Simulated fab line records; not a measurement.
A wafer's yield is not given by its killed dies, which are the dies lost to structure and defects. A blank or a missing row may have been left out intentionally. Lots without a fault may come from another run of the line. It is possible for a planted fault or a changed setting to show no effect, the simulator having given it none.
Problem report in the 8D (eight disciplines) form, filled by code :: flow sky130 :: the parts of the form that need people (team, actions taken, sign-off) are left out

1. PROBLEM STATEMENT
LI_CONTACT_W_RS at SKY_LI_CONTACT_RS_MEAS_22 reads a mean of 0.201 ohm/sq on 5 wafers of 3 lots; wafers without a fault read 0.284 ohm/sq with a standard deviation of 0.0041. Relative to the usual mean, that is a shift of -20 standard deviations.
The step: measures by four-point-probe.
The first sign was on wafer L144.2 at day 33 17:37, on filmMetro-03. The record has a number at this step for 33 wafers belonging to 11 lots. Rule for "out", or "out of limits": more than 4 standard deviations from the usual mean. The rest of the wafers with a number are treated as sound.

2. WHAT IT IS AND WHAT IT IS NOT
question: which readings at this step
is: LI_CONTACT_W_RS
is not: -

question: which lots
is: L144, L145, L146
is not: L131, L132, L134, L137, L151, L152, L153, L154

question: which wafers of those lots
is: L144.2, L144.5, L145.4, L146.1, L146.3
is not: L144.1, L145.1, L145.6, L146.2

question: read on which gauges
is: filmMetro-03
is not: filmMetro-02

question: when
is: from day 33 17:37
is not: up to then (13 sound wafers); but 15 sound wafers of L145, L146, L151, L152, L153, L154 came after

3. THE SUSPECTS, EACH WITH WHAT RULES IT OUT
Counting: a tool at a process step up to the reading stays a suspect if it ran every lot that is out. Sound lots after the first of them don't rule it out here, since some wafers of a struck lot are sound.
- the gauge at SKY_LI_CONTACT_RS_MEAS_22 has been ruled out. All the wafers that are out were read on filmMetro-03, but those of them that SKY_LI_CONTACT_CMP_24 has rows for are out there too, on other tools.
- cvdW-02 at SKY_LI_CONTACT_CVD_21 (deposits W, target thk 400 nm, time 120.56 s): kept. Ran every lot that is out, first one L144 (day 33 17:29); last sound lot up to then L137 (day 31 10:41).
- At SKY_LI_CONTACT_CVD_21 on cvdW-02, chamber 1 took the sound wafers of the same lots and chamber 0 took the wafers that are out.
Left after counting: cvdW-02 at SKY_LI_CONTACT_CVD_21.

4. THE CAUSE (what the simulator had put in)
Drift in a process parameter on cvdW-02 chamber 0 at SKY_LI_CONTACT_CVD_21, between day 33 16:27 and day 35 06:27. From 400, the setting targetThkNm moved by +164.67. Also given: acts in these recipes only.
This tool alone remained once counting was done.

5. THE CHAIN OF EFFECTS, in route order
One row per reading whose mean, taken over the struck wafers that have a number, lies over 3 standard deviations from the usual. Only readings for which the record gives a usual standard deviation are gone through. hours: the time from each lot's start at the first step in this table that gives one to its start at this step, as a median over the lots. sigmas: the change in usual standard deviations.
hours: 0
step: SKY_LI_CONTACT_RS_MEAS_22
reading: LI_CONTACT_W_RS
usual: 0.284 ohm/sq
on struck wafers: 0.201
change: -0.083
sigmas: -20

hours: 6
step: SKY_LI_CONTACT_CMP_24
reading: timeToEndpointS
usual: 98 s
on struck wafers: 145
change: +47
sigmas: +8.6
The process steps in it:
- SKY_LI_CONTACT_CMP_24: polishes, stops on PSG, t overpolish 20 s, target thk 0 nm.

6. HOW IT WOULD HAVE BEEN CAUGHT EARLIER
In this record the first reading out of limits at a measuring or inspecting step was taken at day 33 17:37, 1 hour after the fault began at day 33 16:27.
An alarm limit of 4 standard deviations would not have fired on the tool readings at SKY_LI_CONTACT_CVD_21 for which the record gives a usual standard deviation, since none of them was out on any struck wafer.
Lots out: 3; of these, L145, L146 started SKY_LI_CONTACT_CVD_21 on cvdW-02 after day 33 17:37. A hold on the tool at that time would have spared those 2.
